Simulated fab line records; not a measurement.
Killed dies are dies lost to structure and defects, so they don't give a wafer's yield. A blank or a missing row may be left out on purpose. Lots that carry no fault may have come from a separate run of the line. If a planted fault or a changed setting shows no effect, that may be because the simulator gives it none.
Code-filled problem report in 8D (eight disciplines) form    flow sky130    the parts of the form that need people (team, actions taken, sign-off) are left out

1. WHAT WENT WRONG
beamEnergyKeV at SKY_GATE_OXIDE_IMPLANT_11 reads a mean of 8.548 on 6 wafers of 2 lots; wafers without a fault read 10.000 with a standard deviation of 0.003. That is -99 or more standard deviations from the usual mean.
Seen first at day 16 04:43 on implanter-02, wafer L214.2. The record holds 18 wafers of 6 lots with a number at this step. Rule for "out", or "out of limits": more than 4 standard deviations from the usual mean. Any other wafer with a number is counted as sound.

2. WHAT IT IS, WHAT IT ISN'T
question                     is                      is not
which readings at this step  beamEnergyKeV           beamOnS
which lots                   L214, L216              L209, L218, L223, L226
which wafers of those lots   all that have a number  -
read on which tools          implanter-02            implanter-03, implanter-04
when                         from day 16 04:43       up to then (3 sound wafers); but 9 sound wafers of L218, L223, L226 came after

3. SUSPECTS, AND WHAT RULES EACH OUT
Counting: a tool at a process step up to the reading stays a suspect if it ran every lot that is out and no sound lot after the first of them.
- implanter-02 at SKY_GATE_OXIDE_IMPLANT_11: ruled out as a lasting fault. After its first lot that is out, L214 (day 16 04:43), sound lots L223 ran on it.
Left after counting: nothing in the record.

4. THE CAUSE (what the simulator had put in)
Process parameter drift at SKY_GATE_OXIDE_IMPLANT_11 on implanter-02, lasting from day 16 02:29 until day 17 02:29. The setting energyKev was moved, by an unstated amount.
Counting ruled it out, wrongly.

5. THE EFFECT CHAIN, in route order
Each row: a reading whose mean over the struck wafers that have a number lies more than 3 standard deviations from the usual. Only readings whose record carries a usual standard deviation are examined. hours: median over the lots of the time between each lot's start at the first step of this table that gives one and its start at this step. sigmas: the change, counted in usual standard deviations.
hours  step                       reading        usual   on struck wafers  change  sigmas
0      SKY_GATE_OXIDE_IMPLANT_11  beamEnergyKeV  10.000  8.548             -1.452  -99 or more
Here are the process steps it includes:
- SKY_GATE_OXIDE_IMPLANT_11

6. HOW IT WOULD HAVE BEEN CAUGHT EARLIER
In this record no reading fell out of limits until day 16 04:43, 2 hours after the fault had begun at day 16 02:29.
